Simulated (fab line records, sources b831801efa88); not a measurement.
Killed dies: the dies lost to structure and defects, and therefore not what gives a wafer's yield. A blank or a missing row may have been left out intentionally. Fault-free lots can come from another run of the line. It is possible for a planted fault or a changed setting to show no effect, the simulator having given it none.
Struck lot and sound lot, side by side + flow sky130 + 18 out of 708 route steps
Sound: wafers L629.3, L629.4, L629.5. The struck wafers were L639.1, L639.3, L639.5. The cause is given at the end.
At each step with rows: each side's tool, then ch and its chambers, then its first start. Under that, the readings that differ: sound wafers + struck wafers + difference of the means + sigmas: that difference in standard deviations of wafers without a fault.
alike: same words and numbers on both sides, and readings whose means sit less than 2 such deviations apart. not compared: any withheld reading, any reading some wafer has no value for, any bound like >300 that may hide the same value, and any number with overlapping values for which the record gives no deviation.
A row with sigmas, a row that says differs or no value, or rows on one side alone: a step with any of these is where the two part. Numbers that have no deviation but don't overlap get no sigmas and don't part them. Lack of a reading on every wafer of one side parts them only where that side has two or more wafers.

first, 1 step without rows for these wafers: SKY_VT_ADJUST_PCH_IMPLANT_08.
SKY_VT_ADJUST_PCH_STRIP_09: strips in O2/N2.
  sound on plasma asher-03 ch 0,1, day 10 22:43; struck on plasma asher-02 ch 0,1, day 14 05:08
  alike: drypump motor current A, oes product au, strip time to endpoint s
  not compared: rf hours counter h
SKY_VT_ADJUST_PCH_TW_MEAS_10:
  struck on film metro-01, day 14 05:14; sound on film metro-04, day 10 22:48
  alike: VT_ADJUST_PCH_TW
then, 7 steps without rows for these wafers: SKY_SONOS_TUNNEL_DEHYDRATE_00 (time 60 s); SKY_SONOS_TUNNEL_HMDS_01 (prime time 60 s); SKY_SONOS_TUNNEL_COAT_02 (resist thk 1140 nm); SKY_SONOS_TUNNEL_SOFTBAKE_03 (time 60 s); SKY_SONOS_TUNNEL_EXPOSE_04 (exposes mask TUNM, target cd 410 nm); SKY_SONOS_TUNNEL_PEB_05; SKY_SONOS_TUNNEL_DEVELOP_06 (develop time 60 s).
SKY_SONOS_TUNNEL_CD_MEAS_07: the cd target is 410 nm.
  struck on cd sem-02, day 15 09:20; sound on cd sem-01, day 11 23:20
  alike: cd nm
SKY_SONOS_TUNNEL_OVL_MEAS_08:
  struck on overlay-01, day 15 09:28; sound on overlay-01, day 11 23:25
| reading               | sound          | struck      | difference | sigmas |
|-----------------------|----------------|-------------|------------|--------|
| SONOS_TUNNEL_OVL (nm) | -1.4 -1.6 -1.1 | 2.5 1.5 0.7 | +2.9       | +2     |
SKY_SONOS_TUNNEL_IMPLANT_09:
  sound on implanter-02 ch 0, day 11 23:29; struck on implanter-04 ch 0, day 15 09:49
then, 2 steps without rows for these wafers: SKY_SONOS_TUNNEL_WET_ETCH_10 (etches SiO2 in dHF, target depth 14 nm, time 280 s); SKY_SONOS_TUNNEL_STRIP_11 (strips in SPM, time 600 s).
SKY_SONOS_TUNNEL_TW_MEAS_12:
  struck on film metro-03, day 15 10:14; sound on film metro-04, day 11 23:53
| reading         | sound             | struck            | difference | sigmas |
|-----------------|-------------------|-------------------|------------|--------|
| SONOS_TUNNEL_TW | 196.5 198.1 196.9 | 237.5 236.5 236.0 | +39.5      | +18    |
then, 1 step without rows for these wafers: SKY_SONOS_TUNNEL_CLEAN_13 (cleans in dHF, time 20 s).
-- a jump in the record: the struck wafers' starts before and after are 34 days apart (it breaks off in module SONOS_TUNNEL and resumes in module PAD_OPEN, where the first step shown is number 708 of the route) --
SKY_PAD_OPEN_PROBE_99:
  struck on prober-01, day 49 02:10; sound on prober-01, day 46 00:24
| reading                                 | sound                  | struck                 | difference | sigmas |
|-----------------------------------------|------------------------|------------------------|------------|--------|
| model.etest.tip sonos.rs ohm sq         | 2637 2605 2611         | 2794 2767 2792         | +167       |        |
| model.etest.sonos uncharged.r on ohm um | 812.3 796.9 817.1      | 866.4 887.1 867.7      | +65.0      |        |
| model.etest.sonos baked.vt v (V)        | 1.037 0.9798 0.9652    | 1.254 1.343 1.281      | +0.299     |        |
| model.etest.sonos programmed.vt v (V)   | 1.567 1.544 1.531      | 1.789 1.846 1.781      | +0.258     |        |
| model.etest.sonos uncharged.vt v (V)    | -0.4428 -0.4462 -0.412 | -0.2112 -0.2066 -0.245 | +0.2127    |        |
| model.etest.sonos erased.vt v (V)       | -2.379 -2.36 -2.302    | -2.135 -2.197 -2.179   | +0.177     |        |
  alike: killed_at_M0_to_M3, killed_at_M4_up, killed at contacts, killed at front end, killed at other, killed dies, killed open, killed short

== WHERE THEY PART ==
At SKY_SONOS_TUNNEL_OVL_MEAS_08 first; at SKY_SONOS_TUNNEL_TW_MEAS_12 last (within this record only). Later steps at which nothing parts them and some readings are alike: SKY_PAD_OPEN_PROBE_99.

WHY: the cause the simulator had injected
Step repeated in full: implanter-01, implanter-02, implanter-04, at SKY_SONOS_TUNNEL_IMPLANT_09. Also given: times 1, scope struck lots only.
